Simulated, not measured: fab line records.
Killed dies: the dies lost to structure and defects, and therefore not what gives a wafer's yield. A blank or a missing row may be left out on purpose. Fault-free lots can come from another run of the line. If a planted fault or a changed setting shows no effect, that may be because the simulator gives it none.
fab line records	flow sky130
record: lots: 12	wafers: 36	last-day: 50
route steps=708 shown METAL2@503 VIA2@510 VIA3@587 METAL5@662 PAD_OPEN@708
lots with no fault: from the same line, run without faults
start-h: hours from the record's first day to the start of the lot's first wafer shown	wait-h: how many hours have passed since the lot's step before this one	" same as the row above	L1.1+2: a row that stands for several wafers	- no value present, or no start provided	* or withheld: withheld	< > ~ a bound
route shown NAME@n: names a module that has steps shown in the file, with the first one's number in the route	usual: mean and standard deviation over wafers with no fault	same: alike in all rows	chamber/n: place in a boat	sites: per-site readings	_std_site: their standard deviation	_edge_site: inner sites' mean taken away from outer sites' mean	radius-mm: how far each site lies from the wafer's centre	mask NAME#n: copy n	behind: the last tool/chamber to shape the wafer	hold: why the lot was held/for how many hours/how that ended	device: which transistor (n, p or np) failed to switch	end of line: tests run on the same wafers once the route is complete	where a step has no rows: the recipe by itself	killed: the dies lost at the first sort to structure and to defects; this is not the yield of the wafer	map: shows each die of a wafer: x if killed, . if not, _ if none is there
set.NAME: the run value of the setting; set.NAME@STEP: its run value at that earlier step	model.NAME: the simulator's own value behind a step, which no gauge read
steps of the route over a sample of lots; a table a step, a row a wafer
services: a tool's chamber out of use, with start hour (start-h, from the record's first day; less than 0 if before it), hours out, and reason
== steps ==
step: SKY_METAL2_STRIP_20
recipe: chemistry: O2/N2	power-w: 1400	pressure-mtorr: 1500	platen-temp-c: withheld	o2-flow-sccm: 3000	n2-flow-sccm: 300	overash-fraction: 0.5
usual: drypump-motor-current-A: 5.55/0.21	oes-product-au: 0.341/0.0044	strip-time-to-endpoint-s: 2.66/0.033
lot.wafer	tool	chamber	start-h	wait-h	drypump-motor-current-A	oes-product-au	rf-hours-counter-h	strip-time-to-endpoint-s
L773.3	plasma-asher-04	1	818.42	0.1	5.80	0.346	-	2.72
L773.5	"	0	"	"	5.78	0.341	-	2.67
L773.6	"	1	"	"	5.76	0.349	-	2.73
L774.1	plasma-asher-04	0	826.09	0.1	5.78	0.339	40	2.64
L774.3	"	0	"	"	5.79	0.339	-	2.66
L774.5	"	1	"	"	5.82	0.337	-	2.65
L776.2	plasma-asher-02	1	847.96	0.1	5.52	0.349	10	2.66
L776.5	"	1	"	"	5.54	0.349	-	2.57
L776.6	"	0	"	"	5.65	0.341	-	2.61
L777.3	plasma-asher-03	0	861.85	0.1	5.42	0.342	-	2.69
L777.5	"	0	"	"	5.42	0.342	-	2.72
L777.6	"	1	"	"	5.17	0.342	-	2.64
L778.2	plasma-asher-02	1	863.31	0.1	5.52	0.341	11	2.61
L778.4	"	1	"	"	5.53	0.342	-	2.61
L778.6	"	0	"	"	5.67	0.341	-	2.65
L779.3	plasma-asher-03	1	870.75	0.1	5.14	0.340	-	2.63
L779.4	"	0	"	"	5.44	0.343	-	2.68
L779.6	"	0	"	"	5.44	0.345	-	2.63
L781.1	plasma-asher-03	1	886.36	0.1	5.14	0.341	76	2.62
L781.5	"	1	"	"	5.14	0.334	-	2.60
L781.6	"	0	"	"	5.43	0.343	-	2.67
L782.1	plasma-asher-04	0	899.24	0.1	5.79	0.337	47	2.69
L782.2	"	1	"	"	5.77	0.336	47	2.69
L782.4	"	1	"	"	5.79	0.346	-	2.66
L788.1	plasma-asher-02	0	935.91	0.1	5.67	0.340	19	2.66
L788.4	"	1	"	"	5.51	0.344	-	2.69
L788.5	"	0	"	"	5.63	0.341	-	2.68
L789.1	plasma-asher-02	0	940.83	0.1	5.66	0.341	19	2.65
L789.2	"	1	"	"	5.52	0.335	19	2.66
L789.4	"	0	"	"	5.64	0.347	-	2.65
L790.1	plasma-asher-02	0	945.69	0.1	5.63	0.335	20	2.62
L790.3	"	1	"	"	5.51	0.340	-	2.66
L790.4	"	0	"	"	5.64	0.339	-	2.74
L794.1	plasma-asher-02	1	979.17	0.1	5.53	0.354	23	2.70
L794.2	"	0	"	"	5.66	0.340	23	2.69
L794.5	"	1	"	"	5.52	0.334	-	2.68
step: SKY_VIA2_BOW_MEAS_03
recipe: mode: bow
usual: VIA2_BOW: 87/7
lot.wafer	tool	chamber	start-h	wait-h	VIA2_BOW[um]
L773.3	film-metro-04	-	819.51	0.1	89
L773.5	"	-	"	"	84
L773.6	"	-	"	"	88
L774.1	film-metro-04	-	827.21	0.1	93
L774.3	"	-	"	"	92
L774.5	"	-	"	"	94
L776.2	film-metro-02	-	849.06	0.1	79
L776.5	"	-	"	"	87
L776.6	"	-	"	"	78
L777.3	film-metro-01	-	862.93	0.3	92
L777.5	"	-	"	"	93
L777.6	"	-	"	"	81
L778.2	film-metro-01	-	864.41	0.3	91
L778.4	"	-	"	"	91
L778.6	"	-	"	"	74
L779.3	film-metro-01	-	871.90	0.2	86
L779.4	"	-	"	"	92
L779.6	"	-	"	"	87
L781.1	film-metro-01	-	887.46	0.1	91
L781.5	"	-	"	"	82
L781.6	"	-	"	"	84
L782.1	film-metro-02	-	900.58	0.1	86
L782.2	"	-	"	"	80
L782.4	"	-	"	"	89
L788.1	film-metro-04	-	937.16	0.1	71
L788.4	"	-	"	"	65
L788.5	"	-	"	"	81
L789.1	film-metro-01	-	941.95	0.1	101
L789.2	"	-	"	"	100
L789.4	"	-	"	"	90
L790.1	film-metro-02	-	946.76	0.1	70
L790.3	"	-	"	"	84
L790.4	"	-	"	"	88
L794.1	film-metro-02	-	980.39	0.1	90
L794.2	"	-	"	"	88
L794.5	"	-	"	"	83
step: SKY_VIA3_ETCH_14
recipe: chemistry: N2/H2	target: BARC	ion-energy-ev: 200	source-w: 500	bias-w: 100	pressure-mtorr: 30	n2-flow-sccm: 100	h2-flow-sccm: 200	stop-on: SiO2	time-s: 45.9	target-depth-a: 600
usual: drypump-motor-current-A: 5.5/0.59	oes-product-au: 0.854/0.0048	throttle-valve-pct: 13.225/0.0081
lot.wafer	tool	chamber	start-h	wait-h	drypump-motor-current-A	oes-product-au	rf-hours-counter-h	throttle-valve-pct
L773.3	rie-diel-03	3	927.29	0.0	4.8	0.851	24	13.229
L773.5	"	1	"	"	6.7	0.853	-	13.226
L773.6	"	2	"	"	5.2	0.853	-	13.211
L774.1	rie-diel-03	3	934.70	0.0	4.8	0.857	24	13.224
L774.3	"	2	"	"	5.2	0.856	10	13.214
L774.5	"	3	"	"	4.8	0.853	-	13.236
L776.2	rie-diel-01	1	953.68	0.0	5.0	0.848	5	13.217
L776.5	"	1	"	"	5.0	0.850	-	13.222
L776.6	"	0	"	"	5.9	0.852	-	13.243
L777.3	rie-diel-03	1	966.50	0.0	6.7	0.851	13	13.223
L777.5	"	2	"	"	5.2	0.852	-	13.223
L777.6	"	0	"	"	5.7	0.851	-	13.228
L778.2	rie-diel-03	2	968.67	0.0	5.2	0.847	11	13.236
L778.4	"	1	"	"	6.7	0.852	-	13.222
L778.6	"	0	"	"	5.6	0.851	-	13.229
L779.3	rie-diel-03	0	975.98	0.0	5.6	0.855	19	13.227
L779.4	"	1	"	"	6.8	0.848	-	13.232
L779.6	"	0	"	"	5.6	0.857	-	13.235
L781.1	rie-diel-03	0	990.03	0.0	5.6	0.860	19	13.230
L781.5	"	3	"	"	4.8	0.854	-	13.232
L781.6	"	2	"	"	5.2	0.860	-	13.221
L782.1	rie-diel-01	1	1003.78	0.0	5.0	0.862	6	13.227
L782.2	"	2	"	"	5.8	0.862	11	13.227
L782.4	"	3	"	"	5.7	0.853	17	13.228
L788.1	rie-diel-03	3	1036.63	0.0	4.8	0.860	2	13.229
L788.4	"	2	"	"	5.2	0.852	13	13.228
L788.5	"	0	"	"	5.6	0.849	-	13.224
L789.1	rie-diel-04	3	1041.50	0.0	4.8	0.858	17	13.234
L789.2	"	0	"	"	5.4	0.851	13	13.235
L789.4	"	2	"	"	5.7	0.847	12	13.228
L790.1	rie-diel-01	0	1044.75	0.0	5.9	0.857	25	13.219
L790.3	"	3	"	"	5.7	0.856	19	13.234
L790.4	"	2	"	"	5.8	0.856	13	13.233
L794.1	rie-diel-01	1	1075.58	0.0	4.9	0.861	9	13.235
L794.2	"	2	"	"	5.8	0.860	14	13.215
L794.5	"	0	"	"	5.9	0.856	-	13.221
step: SKY_METAL5_SPUTTER_01
recipe: material: TiN	target-thk-nm: 20	power-w: 6323	time-s: 16.7	chamber-pressure-pa: 0.4
usual: throttle-valve-pct: 29.7/0.91
lot.wafer	tool	chamber	start-h	wait-h	throttle-valve-pct
L773.3	pvd-sputter-02	-	1005.19	0.0	29.9
L773.5	"	-	"	"	28.4
L773.6	"	-	"	"	30.1
L774.1	pvd-sputter-04	-	1011.72	0.0	30.2
L774.3	"	-	"	"	29.9
L774.5	"	-	"	"	30.9
L776.2	pvd-sputter-04	-	1029.61	0.0	30.9
L776.5	"	-	"	"	31.0
L776.6	"	-	"	"	29.6
L777.3	pvd-sputter-04	-	1040.81	0.0	29.7
L777.5	"	-	"	"	30.4
L777.6	"	-	"	"	29.6
L778.2	pvd-sputter-03	-	1043.41	0.0	29.2
L778.4	"	-	"	"	30.0
L778.6	"	-	"	"	29.7
L779.3	pvd-sputter-02	-	1049.90	0.0	29.9
L779.4	"	-	"	"	29.2
L779.6	"	-	"	"	28.4
L781.1	pvd-sputter-04	-	1063.02	0.0	30.4
L781.5	"	-	"	"	28.2
L781.6	"	-	"	"	31.0
L782.1	pvd-sputter-02	-	1076.76	0.0	28.3
L782.2	"	-	"	"	30.2
L782.4	"	-	"	"	29.0
L788.1	pvd-sputter-04	-	1107.26	0.0	30.9
L788.4	"	-	"	"	30.5
L788.5	"	-	"	"	28.6
L789.1	pvd-sputter-02	-	1109.72	0.0	28.4
L789.2	"	-	"	"	29.5
L789.4	"	-	"	"	30.3
L790.1	pvd-sputter-03	-	1112.45	0.0	29.5
L790.3	"	-	"	"	30.9
L790.4	"	-	"	"	29.9
L794.1	pvd-sputter-03	-	1140.26	0.0	29.9
L794.2	"	-	"	"	29.5
L794.5	"	-	"	"	29.6
step: SKY_PAD_OPEN_PROBE_99
usual: defect-limited-yield: 82.6/2	killed_at_M0_to_M3: 43/7.6	killed_at_M4_up: 2.9/1.9	killed-at-contacts: 24/5	killed-at-front-end: 15/4.3	killed-at-other: 0.3/0.54	killed-dies: 85/10	killed-open: 47/7	killed-short: 38/6.4	sort_bin_3_pad_short: 0.8/0.4	sort_bin_5_function: 10.3/1.6	sort_bin_6_memory: 6.2/1.1	sort-n-pass: 407/10	sort-yield-pct: 82.6/2
same: gross-dies: 492	killed-at-back-side: 0	sort_bin_4_leakage[%]: 0	sort_bin_8_speed[%]: 0
lot.wafer	tool	chamber	start-h	wait-h	defect-limited-yield[%]	killed_at_M0_to_M3	killed_at_M4_up	killed-at-contacts	killed-at-front-end	killed-at-other	killed-dies	killed-open	killed-short	sort_bin_3_pad_short[%]	sort_bin_5_function[%]	sort_bin_6_memory[%]	sort-n-pass	sort-yield-pct[%]
L788.1	prober-02	-	1168.11	0.1	81.9	38	2	27	20	2	89	45	44	1.4	9.1	7.5	403	81.9
L788.4	prober-02	-	1168.26	0.2	83.3	42	1	22	17	0	82	50	32	1.0	9.6	6.1	410	83.3
L788.5	prober-02	-	1168.31	0.2	72.8	99	2	21	12	0	134	40	29	4.1	17.5	5.7	358	72.8
L789.2	prober-02	-	1170.32	0.1	81.5	46	5	26	13	1	91	42	49	0.4	11.2	6.9	401	81.5
killed by level:class
L788.1 CONTACT:geometric-particle:open=13 VIA1:geometric-particle:open=9 METAL1:geometric-particle:short=8 VIA3:geometric-particle:open=8 CONTACT:geometric-particle:short=6 FIELD_ISO:geometric-particle:short=5 POLY_GATE:geometric-particle:short=4 FIELD_ISO:geometric-particle:open=3
L788.4 CONTACT:geometric-particle:open=9 VIA3:geometric-particle:open=9 METAL2:geometric-particle:short=7 VIA1:geometric-particle:open=7 VIA2:geometric-particle:open=7 FIELD_ISO:geometric-particle:open=5 LOCAL_INTERCONNECT:geometric-particle:short=4 METAL1:geometric-particle:short=4
L788.5 VIA3:unspecified=65 CONTACT:geometric-particle:open=10 VIA1:geometric-particle:open=7 VIA3:geometric-particle:short=5 FIELD_ISO:geometric-particle:open=4 VIA2:geometric-particle:open=4 CONTACT:geometric-particle:short=4 VIA1:geometric-particle:short=4
L789.2 VIA1:geometric-particle:open=14 LI_CONTACT:geometric-particle:short=9 LI_CONTACT:geometric-particle:open=8 VIA3:geometric-particle:short=7 LOCAL_INTERCONNECT:geometric-particle:short=7 VIA3:geometric-particle:open=6 METAL1:geometric-particle:short=4 VIA2:geometric-particle:short=4
== services ==
tool	chamber	start-h	hours	kind
plasma-asher-02	-	831.02	2.7	repair
rie-diel-01	0	831.13	16.3	repair
rie-diel-04	1	857.28	132.0	repair
rie-diel-03	0	877.53	3.0	repair
rie-diel-01	1	889.88	3.0	repair
rie-diel-01	-	901.19	2.8	pm
rie-diel-03	3	906.55	18.1	repair
rie-diel-03	0	923.31	7.5	repair
rie-diel-01	1	930.33	10.4	repair
rie-diel-03	-	940.15	0.3	repair
rie-diel-01	2	941.44	3.8	repair
rie-diel-03	2	944.49	10.2	repair
pvd-sputter-03	-	963.24	2.3	repair
pvd-sputter-03	-	963.60	0.6	repair
rie-diel-03	2	996.65	6.9	repair
pvd-sputter-02	-	1006.96	3.3	repair
rie-diel-04	2	1014.35	3.0	repair
pvd-sputter-04	-	1016.84	0.5	repair
rie-diel-04	2	1031.03	4.7	repair
rie-diel-01	3	1056.44	7.9	repair
pvd-sputter-02	-	1056.81	9.3	repair
rie-diel-03	0	1088.95	11.8	repair
plasma-asher-03	-	1089.18	0.5	repair
rie-diel-03	3	1126.01	5.9	repair
== key ==
first-sign: step: SKY_PAD_OPEN_PROBE_99	reading: sort_bin_3_pad_short	direction: up	sigmas: 8.2	usual: 0.8	struck: 4.1
effect: step: SKY_PAD_OPEN_PROBE_99	reading: killed_at_M0_to_M3	direction: up	sigmas: 7.3	usual: 43	struck: 99
met-at SKY_VIA3_ETCH_14
struck-lots L788
struck-wafers L788.5
not-acting-at SKY_METAL2_STRIP_20,SKY_VIA2_BOW_MEAS_03,SKY_METAL5_SPUTTER_01
onset-between 990.03 1036.63
fault: kind: chamber-particle-source	tool: rie-diel-03	chamber: 0	onset-h: 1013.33	steps: SKY_VIA3_ETCH_14	rate-per-visit-cm2: 1.8175	end-h: 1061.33
